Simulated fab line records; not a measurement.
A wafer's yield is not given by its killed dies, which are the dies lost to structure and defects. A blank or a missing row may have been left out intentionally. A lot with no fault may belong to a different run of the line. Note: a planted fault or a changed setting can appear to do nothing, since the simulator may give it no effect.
Comparing a struck lot with a sound one || flow sky130 || 15 out of 708 route steps
Sound: wafers L625.1, L625.2, L625.3. The struck wafers were L632.1, L632.2, L632.5. Last of all comes the cause.
At each step with rows: each side's tool, then ch and its chambers, then its first start. Under that, the readings that differ: sound wafers || struck wafers || difference of the means || sigmas: that difference in standard deviations of wafers without a fault.
alike: words and numbers the same on both sides, and readings whose means are apart by under 2 such deviations; not compared: readings that were withheld, readings missing a value for some wafer, numbers with overlapping values and no deviation given by the record, and bounds like >300 which may hide the same value.
Wherever a step has rows on one side only, a row that says differs or no value, or a row with sigmas, the two part there. When numbers do not overlap yet have no deviation, they are printed without sigmas and do not part them. A reading that every wafer of one side lacks parts them only if that side has two wafers or more.

first, 1 step without rows for these wafers: SKY_PWDE_IMPLANT_08.
SKY_PWDE_STRIP_09: strips in O2/N2.
  sound on plasma_asher-04 ch 0,1, day 4 06:56; struck on plasma_asher-01 ch 0,1, day 5 19:31
  alike: drypump_motor_current_A, oes_product_au, strip_time_to_endpoint_s
  not compared: rf_hours_counter_h
SKY_PWDE_TW_MEAS_10:
  sound on film_metro-04, day 4 07:02; struck on film_metro-02, day 5 19:37
  alike: PWDE_TW
then, 7 steps without rows for these wafers: SKY_NWELL_DEHYDRATE_03 (time 60 s); SKY_NWELL_HMDS_04 (prime time 60 s); SKY_NWELL_COAT_05 (resist thk 3000 nm); SKY_NWELL_SOFTBAKE_06; SKY_NWELL_EXPOSE_07 (exposes mask NWM, target cd 840 nm); SKY_NWELL_PEB_08; SKY_NWELL_DEVELOP_09 (develop time 60 s).
SKY_NWELL_OVL_MEAS_10:
  sound on overlay-02, day 4 23:56; struck on overlay-01, day 6 13:35
  alike: NWELL_00_OVL
then, 1 step without rows for these wafers: SKY_NWELL_IMPLANT_11.
SKY_NWELL_IMPLANT_12:
  sound on implanter-01 ch 0, day 5 00:07; struck on implanter-04 ch 0, day 6 13:47
{"reading": "dose_ions_cm2", "sound": "1.3002e+12 1.2999e+12 1.2999e+12", "struck": "1.3708e+12 1.372e+12 1.3703e+12", "difference": "+7.1033e+10", "sigmas": "+59"}
{"reading": "faraday_current_uA", "sound": "7.23 7.46 7.35", "struck": "7.69 7.81 7.79", "difference": "+0.42", "sigmas": "+3"}
  alike: beam_energy_keV
then, 1 step without rows for these wafers: SKY_NWELL_IMPLANT_13.
-- the record jumps here: 42 days lie between the struck wafers' starts before and after (it left off in module NWELL and takes up again in module PAD_OPEN, whose first step shown is number 708 of the route) --
SKY_PAD_OPEN_PROBE_99:
  sound on prober-01, day 46 08:25; struck on prober-02, day 48 11:02
  alike: killed_at_M0_to_M3, killed_at_M4_up, killed_at_contacts, killed_at_front_end, killed_at_other, killed_dies, killed_open, killed_short

== WHERE THEY PART ==
Within this record, at SKY_NWELL_IMPLANT_12 only. Later steps at which nothing parts them and some readings are alike: SKY_PAD_OPEN_PROBE_99.

WHY: what had been put in by the simulator
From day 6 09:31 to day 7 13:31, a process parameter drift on implanter-04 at SKY_NWELL_IMPLANT_12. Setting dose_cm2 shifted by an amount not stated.
